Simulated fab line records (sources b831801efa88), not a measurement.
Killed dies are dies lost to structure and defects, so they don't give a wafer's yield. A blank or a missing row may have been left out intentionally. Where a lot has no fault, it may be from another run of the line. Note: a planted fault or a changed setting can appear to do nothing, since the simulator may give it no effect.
Which tool is to blame? || flow gf180mcu || 12 lots, 36 wafers sampled, at 3 steps of a route of 602

== WHAT THE GAUGES READ, wafer by wafer ==
GF_M1_CD_MEAS_14 targets a cd of 230 nm. Usual: 229.7 nm for cd_nm, sd 1.4.
{"lot": "L195", "measured": "day 16 23:17", "on": "cd_sem-02", "cd_nm (nm)": "229.2 230.2 229.5", "flag": ""}
{"lot": "L197", "measured": "day 18 00:04", "on": "cd_sem-02", "cd_nm (nm)": "230.0 228.6 228.2", "flag": ""}
{"lot": "L199", "measured": "day 18 16:34", "on": "cd_sem-01", "cd_nm (nm)": "230.3 230.6 230.7", "flag": ""}
{"lot": "L200", "measured": "day 18 23:40", "on": "cd_sem-01", "cd_nm (nm)": "231.9 232.9 232.3", "flag": ""}
{"lot": "L207", "measured": "day 21 19:28", "on": "cd_sem-01", "cd_nm (nm)": "228.5 227.6 229.0", "flag": ""}
{"lot": "L209", "measured": "day 22 14:22", "on": "cd_sem-01", "cd_nm (nm)": "229.2 230.4 230.6", "flag": ""}
{"lot": "L211", "measured": "day 23 00:28", "on": "cd_sem-01", "cd_nm (nm)": "228.9 229.2 228.3", "flag": ""}
{"lot": "L210", "measured": "day 23 02:39", "on": "cd_sem-01", "cd_nm (nm)": "227.9 228.6 228.3", "flag": ""}
{"lot": "L212", "measured": "day 23 08:59", "on": "cd_sem-01", "cd_nm (nm)": "228.6 227.6 228.9", "flag": ""}
{"lot": "L213", "measured": "day 23 15:41", "on": "cd_sem-01", "cd_nm (nm)": "229.9 230.3 230.8", "flag": ""}
{"lot": "L215", "measured": "day 24 10:23", "on": "cd_sem-02", "cd_nm (nm)": "232.2 231.9 231.3", "flag": ""}
{"lot": "L218", "measured": "day 25 06:43", "on": "cd_sem-02", "cd_nm (nm)": "231.5 230.5 230.9", "flag": ""}

GF_V1_THK_MEAS_25: measures by xrf. Usual: V1_W_THK typically reads 360 nm, with standard deviation 6.1.
{"lot": "L195", "measured": "day 18 01:50", "on": "film_metro-01", "V1_W_THK (nm)": "348 346 350", "flag": ""}
{"lot": "L197", "measured": "day 19 02:43", "on": "film_metro-01", "V1_W_THK (nm)": "358 358 353", "flag": ""}
{"lot": "L199", "measured": "day 19 20:03", "on": "film_metro-04", "V1_W_THK (nm)": "360 356 348", "flag": ""}
{"lot": "L200", "measured": "day 20 02:33", "on": "film_metro-04", "V1_W_THK (nm)": "360 360 359", "flag": ""}
{"lot": "L207", "measured": "day 22 21:28", "on": "film_metro-01", "V1_W_THK (nm)": "359 365 363", "flag": ""}
{"lot": "L209", "measured": "day 23 15:23", "on": "film_metro-04", "V1_W_THK (nm)": "368 365 363", "flag": ""}
{"lot": "L211", "measured": "day 24 01:20", "on": "film_metro-04", "V1_W_THK (nm)": "368 366 366", "flag": ""}
{"lot": "L210", "measured": "day 24 03:16", "on": "film_metro-02", "V1_W_THK (nm)": "360 358 360", "flag": ""}
{"lot": "L212", "measured": "day 24 09:58", "on": "film_metro-02", "V1_W_THK (nm)": "349 355 353", "flag": ""}
{"lot": "L213", "measured": "day 24 16:36", "on": "film_metro-04", "V1_W_THK (nm)": "367 355 356", "flag": ""}
{"lot": "L215", "measured": "day 25 10:17", "on": "film_metro-01", "V1_W_THK (nm)": "360 363 367", "flag": ""}
{"lot": "L218", "measured": "day 26 07:05", "on": "film_metro-01", "V1_W_THK (nm)": "360 359 364", "flag": ""}

== WHICH TOOL RAN EACH LOT (tool, then ch and the chambers of the sampled wafers, then the start) ==
{"lot": "L195", "GF_V1_SPUTTER_22": "pvd_sputter-01, day 18 01:32"}
{"lot": "L197", "GF_V1_SPUTTER_22": "pvd_sputter-01, day 19 02:26"}
{"lot": "L199", "GF_V1_SPUTTER_22": "pvd_sputter-02, day 19 19:46"}
{"lot": "L200", "GF_V1_SPUTTER_22": "pvd_sputter-01, day 20 02:16"}
{"lot": "L207", "GF_V1_SPUTTER_22": "pvd_sputter-02, day 22 21:11"}
{"lot": "L209", "GF_V1_SPUTTER_22": "pvd_sputter-01, day 23 15:07"}
{"lot": "L211", "GF_V1_SPUTTER_22": "pvd_sputter-02, day 24 01:04"}
{"lot": "L210", "GF_V1_SPUTTER_22": "pvd_sputter-01, day 24 02:59"}
{"lot": "L212", "GF_V1_SPUTTER_22": "pvd_sputter-01, day 24 09:41"}
{"lot": "L213", "GF_V1_SPUTTER_22": "pvd_sputter-02, day 24 16:19"}
{"lot": "L215", "GF_V1_SPUTTER_22": "pvd_sputter-03, day 25 10:00"}
{"lot": "L218", "GF_V1_SPUTTER_22": "pvd_sputter-03, day 26 06:49"}
- GF_V1_SPUTTER_22: material TiN, target thk 10 nm, time 40 s.

== WHAT THE TOOLS THEMSELVES READ (means of the sampled wafers that have a number; where no wafer has one, the mark that the record gives instead) ==
GF_V1_SPUTTER_22. Usual: 29.7 % for throttle_valve_pct, sd 1.
{"lot": "L195", "tool": "pvd_sputter-01", "throttle_valve_pct (%)": 30.1, "flag": ""}
{"lot": "L197", "tool": "pvd_sputter-01", "throttle_valve_pct (%)": 29.4, "flag": ""}
{"lot": "L199", "tool": "pvd_sputter-02", "throttle_valve_pct (%)": 29.6, "flag": ""}
{"lot": "L200", "tool": "pvd_sputter-01", "throttle_valve_pct (%)": 29.7, "flag": ""}
{"lot": "L207", "tool": "pvd_sputter-02", "throttle_valve_pct (%)": 29.7, "flag": ""}
{"lot": "L209", "tool": "pvd_sputter-01", "throttle_valve_pct (%)": 30.2, "flag": ""}
{"lot": "L211", "tool": "pvd_sputter-02", "throttle_valve_pct (%)": 29.2, "flag": ""}
{"lot": "L210", "tool": "pvd_sputter-01", "throttle_valve_pct (%)": 29.4, "flag": ""}
{"lot": "L212", "tool": "pvd_sputter-01", "throttle_valve_pct (%)": 30.0, "flag": ""}
{"lot": "L213", "tool": "pvd_sputter-02", "throttle_valve_pct (%)": 29.6, "flag": ""}
{"lot": "L215", "tool": "pvd_sputter-03", "throttle_valve_pct (%)": 29.1, "flag": ""}
{"lot": "L218", "tool": "pvd_sputter-03", "throttle_valve_pct (%)": 29.2, "flag": ""}

== THE ANSWER, worked out from the rows above alone ==
Rule: take the mean of a lot's wafers that have a number; if it is more than 3 standard deviations from the usual mean, the lot is off. A lot without any number at a reading at which 4 lots or more have one is off too. All remaining lots with rows at the step are treated as sound. The gauges are gone through in route order, then the tools' own readings, and for those a lot's mean is taken as printed above. At the first step where some lot is off, the reading lying furthest off is the one used; lots without a number count as furthest.
No lot is off on any of the readings shown, so nothing can be concluded from this.

== WHAT THE SIMULATOR HAD PUT IN ==
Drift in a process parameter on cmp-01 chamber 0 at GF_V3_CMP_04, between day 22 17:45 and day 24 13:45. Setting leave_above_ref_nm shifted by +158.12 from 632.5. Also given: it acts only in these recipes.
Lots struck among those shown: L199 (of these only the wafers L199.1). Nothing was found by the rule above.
